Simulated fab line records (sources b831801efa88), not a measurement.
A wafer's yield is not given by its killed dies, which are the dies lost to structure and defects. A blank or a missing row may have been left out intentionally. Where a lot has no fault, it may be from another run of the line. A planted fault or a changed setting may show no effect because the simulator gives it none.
fab line records :: flow sky130
record:
  lots: 14
  wafers: 42
  lastDay: 50
route steps=708 shown FIELD_ISO@31
lots with no fault: from the same line, run without faults
startH: hours from the record's opening day to when the first of the lot's shown wafers began :: waitH: hours from the lot's prior step to this one :: " as in the row above :: L1.1+2: one row covering several wafers at once :: - no value present, or no start provided :: * or withheld: withheld :: < > ~ a bound
route shown NAME@n: a module of which the file shows steps, and the number in the route of the first :: usual: mean and standard deviation over wafers with no fault :: same: alike in all rows :: chamber/n: place in a boat :: sites: per-site readings :: _std_site: how widely they spread, as a standard deviation :: _edge_site: inner sites' mean taken away from outer sites' mean :: radiusMm: how far each site lies from the wafer's centre :: mask NAME#n: copy n :: behind: the most recent tool/chamber to have shaped the wafer :: hold: cause of the lot's hold/its duration in hours/its outcome :: device: the n, p or np transistor that did not switch :: end of line: the same wafers' tests at the end of the route :: a step without rows: its recipe alone :: killed: the dies lost at the first sort to structure and to defects; this is not the yield of the wafer :: map: a wafer's dies, marking killed ones x, the rest . and places with no die _
set.NAME: the setting that was run; set.NAME@STEP: the one run at that earlier step :: model.NAME: the simulator's own value behind a step, which no gauge read
route steps across a sampled set of lots; one table per step, one row per wafer
== steps ==
step: SKY_FIELD_ISO_WET_ETCH_30
recipe:
  chemistry: dHF
  targetDepthNm: 25
  target: SiO2
  dilution: 10:1
  tempC: 25
  timeS: 50
usual:
  runLengthS: 79/3
  tempC: 24.98/0.11
lot.wafer: L351.1
tool: wetBench-01
chamber: 3
startH: 39.90
waitH: 0.0
runLengthS: 77
tempC: 25.09

lot.wafer: L351.4
tool: wetBench-01
chamber: 3
startH: 39.90
waitH: 0.0
runLengthS: 77
tempC: 24.95

lot.wafer: L351.6
tool: wetBench-01
chamber: 3
startH: 39.90
waitH: 0.0
runLengthS: 77
tempC: 25.15

lot.wafer: L353.1
tool: wetBench-03
chamber: 0
startH: 50.49
waitH: 0.0
runLengthS: 81
tempC: 24.89

lot.wafer: L353.3
tool: wetBench-03
chamber: 0
startH: 50.49
waitH: 0.0
runLengthS: 81
tempC: 24.79

lot.wafer: L353.6
tool: wetBench-03
chamber: 0
startH: 50.49
waitH: 0.0
runLengthS: 81
tempC: 24.86

lot.wafer: L354.3
tool: wetBench-04
chamber: 3
startH: 54.98
waitH: 0.0
runLengthS: 76
tempC: 25.06

lot.wafer: L354.4
tool: wetBench-04
chamber: 3
startH: 54.98
waitH: 0.0
runLengthS: 76
tempC: 25.10

lot.wafer: L354.6
tool: wetBench-04
chamber: 3
startH: 54.98
waitH: 0.0
runLengthS: 76
tempC: 25.17

lot.wafer: L355.2
tool: wetBench-01
chamber: 0
startH: 60.60
waitH: 0.0
runLengthS: 77
tempC: 24.90

lot.wafer: L355.3
tool: wetBench-01
chamber: 0
startH: 60.60
waitH: 0.0
runLengthS: 77
tempC: 24.92

lot.wafer: L355.4
tool: wetBench-01
chamber: 0
startH: 60.60
waitH: 0.0
runLengthS: 77
tempC: 24.91

lot.wafer: L356.2
tool: wetBench-01
chamber: 1
startH: 68.71
waitH: 0.0
runLengthS: 75
tempC: 24.82

lot.wafer: L356.4
tool: wetBench-01
chamber: 1
startH: 68.71
waitH: 0.0
runLengthS: 75
tempC: 25.11

lot.wafer: L356.6
tool: wetBench-01
chamber: 1
startH: 68.71
waitH: 0.0
runLengthS: 75
tempC: 25.10

lot.wafer: L357.3
tool: wetBench-03
chamber: 3
startH: 71.58
waitH: 0.0
runLengthS: 75
tempC: 25.16

lot.wafer: L357.4
tool: wetBench-03
chamber: 3
startH: 71.58
waitH: 0.0
runLengthS: 75
tempC: 25.06

lot.wafer: L357.5
tool: wetBench-03
chamber: 3
startH: 71.58
waitH: 0.0
runLengthS: 75
tempC: 25.05

lot.wafer: L358.2
tool: wetBench-04
chamber: 2
startH: 77.35
waitH: 0.0
runLengthS: 76
tempC: 24.94

lot.wafer: L358.4
tool: wetBench-04
chamber: 2
startH: 77.35
waitH: 0.0
runLengthS: 76
tempC: 24.86

lot.wafer: L358.5
tool: wetBench-04
chamber: 2
startH: 77.35
waitH: 0.0
runLengthS: 76
tempC: 24.86

lot.wafer: L359.1
tool: wetBench-04
chamber: 2
startH: 82.56
waitH: 0.0
runLengthS: 78
tempC: 25.07

lot.wafer: L359.3
tool: wetBench-04
chamber: 2
startH: 82.56
waitH: 0.0
runLengthS: 78
tempC: 24.91

lot.wafer: L359.5
tool: wetBench-04
chamber: 2
startH: 82.56
waitH: 0.0
runLengthS: 78
tempC: 25.04

lot.wafer: L363.2
tool: wetBench-01
chamber: 0
startH: 103.82
waitH: 0.0
runLengthS: 83
tempC: 24.96

lot.wafer: L363.5
tool: wetBench-01
chamber: 0
startH: 103.82
waitH: 0.0
runLengthS: 83
tempC: 25.11

lot.wafer: L363.6
tool: wetBench-01
chamber: 0
startH: 103.82
waitH: 0.0
runLengthS: 83
tempC: 24.93

lot.wafer: L365.2
tool: wetBench-01
chamber: 3
startH: 111.17
waitH: 0.0
runLengthS: 90
tempC: 24.97

lot.wafer: L365.4
tool: wetBench-01
chamber: 3
startH: 111.17
waitH: 0.0
runLengthS: 90
tempC: 24.86

lot.wafer: L365.5
tool: wetBench-01
chamber: 3
startH: 111.17
waitH: 0.0
runLengthS: 90
tempC: 24.94

lot.wafer: L368.2
tool: wetBench-01
chamber: 1
startH: 129.06
waitH: 0.0
runLengthS: 89
tempC: 24.91

lot.wafer: L368.5
tool: wetBench-01
chamber: 1
startH: 129.06
waitH: 0.0
runLengthS: 89
tempC: 24.88

lot.wafer: L368.6
tool: wetBench-01
chamber: 1
startH: 129.06
waitH: 0.0
runLengthS: 89
tempC: 24.87

lot.wafer: L369.1
tool: wetBench-04
chamber: 3
startH: 134.73
waitH: 0.0
runLengthS: 77
tempC: 24.96

lot.wafer: L369.4
tool: wetBench-04
chamber: 3
startH: 134.73
waitH: 0.0
runLengthS: 77
tempC: 25.06

lot.wafer: L369.5
tool: wetBench-04
chamber: 3
startH: 134.73
waitH: 0.0
runLengthS: 77
tempC: 25.12

lot.wafer: L371.4
tool: wetBench-03
chamber: 3
startH: 145.17
waitH: 0.0
runLengthS: 82
tempC: 25.01

lot.wafer: L371.5
tool: wetBench-03
chamber: 3
startH: 145.17
waitH: 0.0
runLengthS: 82
tempC: 25.16

lot.wafer: L371.6
tool: wetBench-03
chamber: 3
startH: 145.17
waitH: 0.0
runLengthS: 82
tempC: 24.98

lot.wafer: L373.1
tool: wetBench-04
chamber: 1
startH: 155.20
waitH: 0.0
runLengthS: 76
tempC: 24.80

lot.wafer: L373.2
tool: wetBench-04
chamber: 1
startH: 155.20
waitH: 0.0
runLengthS: 76
tempC: 24.89

lot.wafer: L373.6
tool: wetBench-04
chamber: 1
startH: 155.20
waitH: 0.0
runLengthS: 76
tempC: 24.80
== key ==
firstSign:
  step: SKY_FIELD_ISO_WET_ETCH_30
  reading: runLengthS
  direction: up
  sigmas: 3.5
  usual: *
  struck: *
effect none on later readings
metAt SKY_FIELD_ISO_WET_ETCH_30
struckLots L365,L368
testerLeftOut L365,L368
onsetBetween 103.82 111.17
fault:
  kind: processParameterDrift
  tool: wetBench-01
  chamber: -
  onsetH: 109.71
  steps: SKY_FIELD_ISO_WET_ETCH_30
  channel: timeS
  offset: *
  shape: step
  endH: 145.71
  actsIn: *
  stated: *
testerLeftOut: of these lots the tester's yield and bins aren't shown, on N5 and GAA mostly nor the transistor test; their killed dies are dies lost to structure and defects alone, not to doping, threshold or leakage, so they don't give the yield
